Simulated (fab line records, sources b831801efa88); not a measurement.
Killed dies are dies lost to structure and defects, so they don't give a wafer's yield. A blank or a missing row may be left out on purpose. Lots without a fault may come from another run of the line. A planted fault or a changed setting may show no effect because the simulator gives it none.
One fault seen from 2 desks | flow gf180mcu | each desk has only its own numbers; what lay behind them comes last

THE METROLOGY DESK
What the gauges read, lot by lot, whatever tool the lot ran on: means of the sampled wafers that have a number. A lot is out of limits, marked OUT, if its mean lies more than 4 standard deviations from the usual mean; the brackets give that distance. Of its 9 readings 7 are shown: those that lie furthest out on some lot.
Columns: A = cd_nm at GF_M2_CD_MEAS_14, usual 280.5 nm; B = V2_CVD_00_THK at GF_V2_THK_MEAS_01, usual 597 nm; C = V2_CVD_02_THK at GF_V2_THK_MEAS_03, usual 849 nm; D = V2_BOW at GF_V2_BOW_MEAS_05, usual 100 um; E = cd_nm at GF_V2_CD_MEAS_14, usual 259.7 nm; F = V2_W_RS at GF_V2_RS_MEAS_24, usual 0.330 ohm/sq; G = V2_W_THK at GF_V2_THK_MEAS_25, usual 343 nm
lot  | first seen here | A     | B   | C   | D   | E     | F     | G
L531 | day 21 02:28    | 279.8 | 598 | 869 | 97  | 259.7 | 0.335 | 337
L533 | day 21 22:28    | 280.1 | 601 | 842 | 104 | 259.8 | 0.330 | 347
L540 | day 24 16:16    | 279.6 | 605 | 844 | 96  | 258.1 | 0.333 | 341
L541 | day 24 20:50    | 279.4 | 605 | 831 | 88  | 260.1 | 0.329 | 347
L544 | day 25 16:49    | 278.8 | 607 | 863 | 93  | 260.4 | 0.333 | 337
This desk's finding: nothing out of limits on any of the 5 lots.

THE TOOL OWNER'S DESK: cmp-02
The tool's own readings at GF_V2_CMP_04 (polishes SiO2): means of the sampled wafers that have a number, for each lot that ran on this tool. A lot is out of limits, marked OUT, if its mean lies more than 4 standard deviations from the usual mean; the brackets give that distance.
Columns: A = motor_current_A at GF_V2_CMP_04, usual 11.5 A; B = time_to_endpoint_s at GF_V2_CMP_04, usual 80 s
lot  | first seen here | A    | B
L533 | day 21 23:32    | 10.3 | 77
L540 | day 24 17:23    | 11.0 | 92
This desk's finding: nothing out of limits on any of the 2 lots.

PUT TOGETHER
The metrology desk saw nothing out of limits.
The tool owner's desk saw nothing out of limits.

WHAT THE SIMULATOR HAD PUT IN
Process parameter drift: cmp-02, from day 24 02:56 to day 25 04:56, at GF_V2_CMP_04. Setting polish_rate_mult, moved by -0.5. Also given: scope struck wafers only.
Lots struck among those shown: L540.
